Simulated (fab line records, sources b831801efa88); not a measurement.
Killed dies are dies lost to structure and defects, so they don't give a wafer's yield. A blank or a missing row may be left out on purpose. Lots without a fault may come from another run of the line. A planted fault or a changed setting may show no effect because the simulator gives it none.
Which tool did it? | flow sky130 | 12 lots, 36 wafers sampled, at 6 steps of a route of 708

WHAT THE GAUGES READ, wafer by wafer
SKY_PWDE_TW_MEAS_10. Usual: PWDE_TW 373.6, standard deviation 1.9.
lot  | measured    | on            | PWDE_TW           | flag
L173 | day 4 06:46 | film_metro-04 | 374.2 369.0 372.8 |
L176 | day 5 02:49 | film_metro-04 | 370.8 371.6 369.9 |
L179 | day 5 18:38 | film_metro-02 | 373.5 375.0 374.4 |
L180 | day 5 23:31 | film_metro-02 | 371.9 373.0 373.1 |
L181 | day 6 05:35 | film_metro-03 | 371.8 375.4 373.4 |
L182 | day 6 10:22 | film_metro-04 | 372.8 373.3 374.5 |
L183 | day 6 17:46 | film_metro-04 | 374.6 373.6 372.1 |
L186 | day 7 07:01 | film_metro-02 | 374.6 374.8 376.4 |
L188 | day 7 21:44 | film_metro-02 | 374.8 372.6 374.4 |
L191 | day 8 17:16 | film_metro-03 | 366.6 365.8 365.4 | OFF
L192 | day 9 00:15 | film_metro-03 | 373.3 375.1 374.3 |
L193 | day 9 05:07 | film_metro-02 | 362.1 363.5 365.5 | OFF

SKY_NWELL_RS_MEAS_31: measures by four-point-probe. Usual: PWDE_RS 5282 ohm/sq, standard deviation 17.
lot  | measured     | on            | PWDE_RS (ohm/sq) | flag
L173 | day 5 19:46  | film_metro-02 | 5285 5280 5280   |
L176 | day 6 18:25  | film_metro-03 | 5240 5263 5272   |
L179 | day 7 08:48  | film_metro-02 | 5258 5283 5266   |
L180 | day 7 14:36  | film_metro-04 | 5274 5292 5277   |
L181 | day 7 20:42  | film_metro-04 | 5323 5303 5327   |
L182 | day 8 02:10  | film_metro-02 | 5280 5286 5282   |
L183 | day 8 09:25  | film_metro-02 | 5277 5284 5289   |
L186 | day 9 00:52  | film_metro-03 | 5278 5272 5287   |
L188 | day 9 17:28  | film_metro-03 | 5265 5290 5275   |
L191 | day 10 14:02 | film_metro-02 | 5690 5674 5695   | OFF
L192 | day 10 22:07 | film_metro-02 | 5277 5289 5288   |
L193 | day 11 02:49 | film_metro-04 | 5675 5694 5665   | OFF

SKY_POLY_GATE_THK_MEAS_04. Usual: POLY_GATE_CVD_03_THK 75.3 nm, standard deviation 0.92.
lot  | measured     | on            | POLY_GATE_CVD_03_THK (nm) | flag
L173 | day 15 23:20 | film_metro-01 | 74.7 74.7 74.5            |
L176 | day 17 02:28 | film_metro-03 | 74.9 75.0 74.7            |
L179 | day 18 03:43 | film_metro-03 | 75.1 75.0 74.8            |
L180 | day 18 12:50 | film_metro-03 | 75.6 75.9 75.9            |
L181 | day 18 22:02 | film_metro-04 | 75.2 75.0 74.6            |
L182 | day 19 12:12 | film_metro-04 | 76.4 75.6 76.1            |
L183 | day 19 17:16 | film_metro-01 | 75.2 74.9 75.0            |
L186 | day 20 17:44 | film_metro-01 | 76.1 75.7 76.0            |
L188 | day 21 13:34 | film_metro-01 | 73.9 74.5 74.0            |
L191 | day 22 14:28 | film_metro-04 | 74.5 74.8 74.7            |
L192 | day 23 03:37 | film_metro-01 | 73.5 74.0 73.6            |
L193 | day 23 08:45 | film_metro-04 | 75.9 75.8 75.9            |

SKY_LDD_HVP_TW_MEAS_10. Usual: LDD_HVP_TW 455.1, standard deviation 2.3.
lot  | measured     | on            | LDD_HVP_TW        | flag
L173 | day 22 09:28 | film_metro-02 | 454.6 456.4 456.2 |
L176 | day 23 14:22 | film_metro-02 | 457.3 460.1 458.1 |
L179 | day 24 14:53 | film_metro-02 | 453.5 454.3 456.1 |
L180 | day 24 23:46 | film_metro-01 | 452.7 455.0 455.2 |
L181 | day 25 09:04 | film_metro-01 | 458.8 458.5 460.5 |
L182 | day 25 20:41 | film_metro-02 | 457.7 455.5 455.7 |
L183 | day 26 05:19 | film_metro-01 | 456.8 458.1 457.1 |
L186 | day 27 03:10 | film_metro-04 | 454.5 451.8 452.1 |
L188 | day 27 22:37 | film_metro-04 | 450.5 452.4 451.5 |
L191 | day 28 22:11 | film_metro-04 | 459.4 455.0 454.1 |
L192 | day 29 07:22 | film_metro-01 | 455.1 455.2 455.5 |
L193 | day 29 13:43 | film_metro-01 | 456.4 458.3 452.7 |

SKY_POLY_CUT_CD_MEAS_08: target cd 270 nm. Usual: cd_nm 270.0 nm, standard deviation 1.6.
lot  | measured     | on        | cd_nm (nm)        | flag
L173 | day 25 00:04 | cd_sem-01 | 267.6 269.1 270.3 |
L176 | day 26 03:31 | cd_sem-02 | 268.6 269.2 268.9 |
L179 | day 27 04:41 | cd_sem-01 | 269.8 269.6 269.8 |
L180 | day 27 12:14 | cd_sem-01 | 271.0 273.1 271.3 |
L181 | day 27 21:10 | cd_sem-02 | 267.7 267.4 268.1 |
L182 | day 28 08:19 | cd_sem-02 | 270.1 270.8 269.2 |
L183 | day 28 18:10 | cd_sem-01 | 270.2 268.1 269.9 |
L186 | day 29 14:13 | cd_sem-02 | 271.2 270.7 271.4 |
L188 | day 30 09:13 | cd_sem-01 | 272.0 273.2 272.2 |
L191 | day 31 07:58 | cd_sem-02 | 270.4 269.7 269.1 |
L192 | day 31 17:15 | cd_sem-02 | 270.8 271.0 268.0 |
L193 | day 31 23:29 | cd_sem-01 | 272.5 269.9 271.8 |

WHICH TOOL RAN EACH LOT (tool, then ch and the chambers of the sampled wafers, then the start)
lot  | SKY_PWDE_IMPLANT_08
L173 | implanter-01 ch 0, day 4 06:31
L176 | implanter-01 ch 0, day 5 02:31
L179 | implanter-04 ch 0, day 5 18:24
L180 | implanter-04 ch 0, day 5 23:16
L181 | implanter-03 ch 0, day 6 05:20
L182 | implanter-04 ch 0, day 6 10:08
L183 | implanter-03 ch 0, day 6 17:31
L186 | implanter-04 ch 0, day 7 06:46
L188 | implanter-04 ch 0, day 7 21:29
L191 | implanter-04 ch 0, day 8 17:02
L192 | implanter-03 ch 0, day 9 00:01
L193 | implanter-04 ch 0, day 9 04:52
- SKY_PWDE_IMPLANT_08

WHAT THE TOOLS THEMSELVES READ (means of the sampled wafers that have a number; where no wafer has one, the mark that the record gives instead)
SKY_PWDE_IMPLANT_08. Usual: dose_ions_cm2 3.6e+12, standard deviation 4e+09; faraday_current_uA 20.3, standard deviation 0.44.
lot  | tool         | dose_ions_cm2 | faraday_current_uA | flag
L173 | implanter-01 | 3.6e+12       | 20.4               |
L176 | implanter-01 | 3.6e+12       | 20.6               |
L179 | implanter-04 | 3.6e+12       | 20.6               |
L180 | implanter-04 | 3.6e+12       | 20.0               |
L181 | implanter-03 | 3.6e+12       | 20.7               |
L182 | implanter-04 | 3.6e+12       | 20.1               |
L183 | implanter-03 | 3.6e+12       | 20.2               |
L186 | implanter-04 | 3.6e+12       | 20.4               |
L188 | implanter-04 | 3.6e+12       | 20.6               |
L191 | implanter-04 | 3.3e+12       | 18.2               | OFF
L192 | implanter-03 | 3.6e+12       | 20.3               |
L193 | implanter-04 | 3.3e+12       | 18.9               | OFF

THE ANSWER, worked out from the rows above alone
Rule: a lot is off if the mean of its wafers that have a number lies more than 3 standard deviations from the usual mean. A lot without any number at a reading at which 4 lots or more have one is off too. The other lots that the step has rows for count as sound. The gauges are gone through in route order, then the tools' own readings, and for those a lot's mean is taken as printed above. The first step at which some lot is off is used, and at that step the reading that is off furthest; a lot without a number counts as furthest.
Off: L191, L193, at SKY_PWDE_TW_MEAS_10 (PWDE_TW).
A tool fits if, at a process step before that reading, it ran every lot that is off, and no sound lot after the first of them. The gauges at SKY_PWDE_TW_MEAS_10 aren't tried: what is off there is off at SKY_PWDE_IMPLANT_08 too, on other tools, and a gauge's error can't cause that. One fits: implanter-04 at SKY_PWDE_IMPLANT_08. Its last sound lot is L188 (day 7 21:29), its first lot that is off L191 (day 8 17:02): a fault that began between those two fits.
The tool's own readings at SKY_PWDE_IMPLANT_08 bear it out: on the lots that are off they differ by more than 5 times the standard deviation of the sound lots' means. dose_ions_cm2 reads 3.3e+12 there against 3.6e+12 on the sound lots; faraday_current_uA reads 18.5 there against 20.4 on the sound lots.

WHAT THE SIMULATOR HAD PUT IN
Process parameter drift: implanter-04, from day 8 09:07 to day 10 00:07, at SKY_PWDE_IMPLANT_08. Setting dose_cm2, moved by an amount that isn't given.
Lots struck among those shown: L191, L193. The rule above found the same.
